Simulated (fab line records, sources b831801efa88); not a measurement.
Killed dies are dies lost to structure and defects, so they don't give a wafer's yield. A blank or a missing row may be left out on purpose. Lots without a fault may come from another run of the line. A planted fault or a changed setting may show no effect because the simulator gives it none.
Which tool did it? | flow gf180mcu | 12 lots, 36 wafers sampled, at 4 steps of a route of 602

WHAT THE GAUGES READ, wafer by wafer
GF_STI_THK_MEAS_04.
lot  | measured    | on            | STI_CVD_03_THK (nm)
L220 | day 1 13:40 | film_metro-02 | 208.8 210.0 208.5
L221 | day 1 18:34 | film_metro-01 | 208.8 209.1 208.0
L222 | day 1 23:34 | film_metro-02 | 206.5 206.3 206.3
L223 | day 2 04:46 | film_metro-02 | 206.7 203.9 205.0
L225 | day 2 14:37 | film_metro-03 | 207.8 210.1 207.4
L226 | day 2 19:34 | film_metro-03 | 206.0 205.9 206.7
L227 | day 3 01:02 | film_metro-02 | 206.9 205.8 206.9
L228 | day 3 05:34 | film_metro-02 | 205.6 209.3 209.1
L229 | day 3 11:14 | film_metro-03 | 205.7 204.0 206.1
L234 | day 4 14:11 | film_metro-01 | 207.4 208.2 207.1
L235 | day 4 18:07 | film_metro-01 | 206.8 208.1 208.0
L238 | day 5 10:01 | film_metro-03 | 205.8 206.1 206.2

GF_DNWELL_TW_MEAS_09.
lot  | measured    | on            | DNWELL_TW
L220 | day 2 20:20 | film_metro-01 | 1352 1353 1357
L221 | day 3 02:23 | film_metro-01 | 1354 1344 1355
L222 | day 3 04:56 | film_metro-02 | 1344 1354 1350
L223 | day 3 10:32 | film_metro-01 | 1351 1354 1367
L225 | day 3 21:58 | film_metro-02 | 1330 1347 1336
L226 | day 4 02:18 | film_metro-02 | 1345 1342 1342
L227 | day 4 08:18 | film_metro-01 | 1352 1365 1362
L228 | day 4 18:33 | film_metro-04 | 1334 1325 1322
L229 | day 5 00:08 | film_metro-01 | 1364 1370 1372
L234 | day 6 00:54 | film_metro-02 | 1334 1336 1341
L235 | day 6 03:17 | film_metro-01 | 1347 1347 1354
L238 | day 6 20:15 | film_metro-01 | 1346 1346 1347

WHICH TOOL RAN EACH LOT (tool, then ch and the chambers of the sampled wafers, then the start)
lot  | GF_STI_ETCH_13                    | GF_STI_STRIP_15
L220 | rie_diel-03 ch 0,3, day 2 01:22   | plasma_asher-01 ch 0,1, day 2 01:31
L221 | rie_diel-01 ch 0,1,2, day 2 05:49 | plasma_asher-04 ch 0,1, day 2 05:58
L222 | rie_diel-03 ch 1,3, day 2 10:55   | plasma_asher-01 ch 0,1, day 2 11:04
L223 | rie_diel-03 ch 0,1,2, day 2 16:06 | plasma_asher-04 ch 0,1, day 2 16:15
L225 | rie_diel-01 ch 0,1,3, day 3 03:04 | plasma_asher-03 ch 0,1, day 3 03:15
L226 | rie_diel-01 ch 0,3, day 3 08:13   | plasma_asher-01 ch 0,1, day 3 08:22
L227 | rie_diel-03 ch 0,1,3, day 3 13:16 | plasma_asher-03 ch 0,1, day 3 13:25
L228 | rie_diel-03 ch 0,2, day 3 18:45   | plasma_asher-04 ch 0,1, day 3 18:54
L229 | rie_diel-04 ch 1,2,3, day 3 23:37 | plasma_asher-03 ch 0,1, day 3 23:46
L234 | rie_diel-03 ch 1,3, day 5 03:58   | plasma_asher-03 ch 0,1, day 5 04:09
L235 | rie_diel-01 ch 1,2,3, day 5 08:01 | plasma_asher-03 ch 0,1, day 5 08:10
L238 | rie_diel-01 ch 0,3, day 6 00:37   | plasma_asher-03 ch 1, day 6 00:46
- GF_STI_ETCH_13: etches the open film in CHF3/O2, stops on Si, target depth 282.31 nm, time 112.9 s.
- GF_STI_STRIP_15: strips in O2/N2.

WHAT THE TOOLS THEMSELVES READ (means of the sampled wafers that have a number; where no wafer has one, the mark that the record gives instead)
GF_STI_ETCH_13.
lot  | tool        | drypump_motor_current_A (A) | oes_product_au (a.u.) | run_length_s (s) | throttle_valve_pct (%)
L220 | rie_diel-03 | 6.2                         | 0.836                 | 141.2            | 8.811
L221 | rie_diel-01 | 5.4                         | 0.832                 | 141.0            | 8.810
L222 | rie_diel-03 | 5.9                         | 0.830                 | 140.9            | 8.804
L223 | rie_diel-03 | 5.6                         | 0.826                 | 140.7            | 8.809
L225 | rie_diel-01 | 5.3                         | 0.837                 | 141.0            | 8.808
L226 | rie_diel-01 | 5.3                         | 0.832                 | 140.7            | 8.813
L227 | rie_diel-03 | 5.7                         | 0.826                 | 141.0            | 8.809
L228 | rie_diel-03 | 6.2                         | 0.838                 | 140.6            | 8.815
L229 | rie_diel-04 | 6.2                         | 0.830                 | 141.0            | 8.813
L234 | rie_diel-03 | 5.4                         | 0.837                 | 140.4            | 8.805
L235 | rie_diel-01 | 5.4                         | 0.920                 | 130.5            | 8.841
L238 | rie_diel-01 | 5.3                         | 0.917                 | 130.1            | 8.831

GF_STI_STRIP_15.
lot  | tool            | drypump_motor_current_A (A) | heater_power_w (W) | n2_flow_sccm (sccm) | oes_product_au (a.u.) | strip_time_to_endpoint_s (s)
L220 | plasma_asher-01 | 5.3                         | 347                | 300.9               | 0.386                 | 3.74
L221 | plasma_asher-04 | 6.0                         | 316                | 301.0               | 0.382                 | 3.78
L222 | plasma_asher-01 | 5.3                         | 346                | 300.0               | 0.387                 | 3.76
L223 | plasma_asher-04 | 5.5                         | 299                | 300.0               | 0.382                 | 3.71
L225 | plasma_asher-03 | 5.1                         | 376                | 300.1               | 0.383                 | 3.67
L226 | plasma_asher-01 | 5.3                         | 352                | 300.2               | 0.382                 | 3.65
L227 | plasma_asher-03 | 5.1                         | 373                | 299.5               | 0.386                 | 3.76
L228 | plasma_asher-04 | 6.0                         | 317                | 300.1               | 0.377                 | 3.67
L229 | plasma_asher-03 | 5.1                         | 373                | 301.0               | 0.382                 | 3.70
L234 | plasma_asher-03 | 5.0                         | 371                | 300.1               | 0.378                 | 3.66
L235 | plasma_asher-03 | 5.0                         | 353                | 300.3               | 0.396                 | 3.99
L238 | plasma_asher-03 | 5.1                         | 395                | 299.8               | 0.396                 | 3.96

THE ANSWER, worked out from the rows above alone
Rule: what is usual is taken from the lots themselves. Put in order of their means at a reading, lots are off if they are a third of the lots or fewer, leave a main group of 4 or more, and stand apart from it by a gap of 3 or more times the standard deviation of the main group's means; of several such gaps the widest counts. A main group whose means are all the same, to the digits that the tables above print for the reading, isn't used. A lot without any number at a reading at which 4 lots or more have one is off too. The other lots that the step has rows for count as sound. The gauges are gone through in route order, then the tools' own readings, and for those a lot's mean is taken as printed above. The first step at which some lot is off is used, and at that step the reading that is off furthest; a lot without a number counts as furthest.
Off: L235, L238, at GF_STI_ETCH_13 (run_length_s). The main group: mean 140.8 s, standard deviation 0.23.
A tool fits if, at that step or a process step before it, it ran every lot that is off, and no sound lot after the first of them. One fits: rie_diel-01 at GF_STI_ETCH_13. Its last sound lot is L226 (day 3 08:13), its first lot that is off L235 (day 5 08:01): a fault that began between those two fits.
The tool's own readings at GF_STI_ETCH_13 bear it out: on the lots that are off they differ by more than 5 times the standard deviation of the sound lots' means. oes_product_au reads 0.919 a.u. there against 0.832 a.u. on the sound lots; run_length_s reads 130.3 s there against 140.8 s on the sound lots; throttle_valve_pct reads 8.836 % there against 8.810 % on the sound lots.

WHAT THE SIMULATOR HAD PUT IN
Process parameter drift: rie_diel-01, from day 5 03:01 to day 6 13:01, at GF_STI_ETCH_13. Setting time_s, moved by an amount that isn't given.
Lots struck among those shown: L235, L238. The rule above found the same.
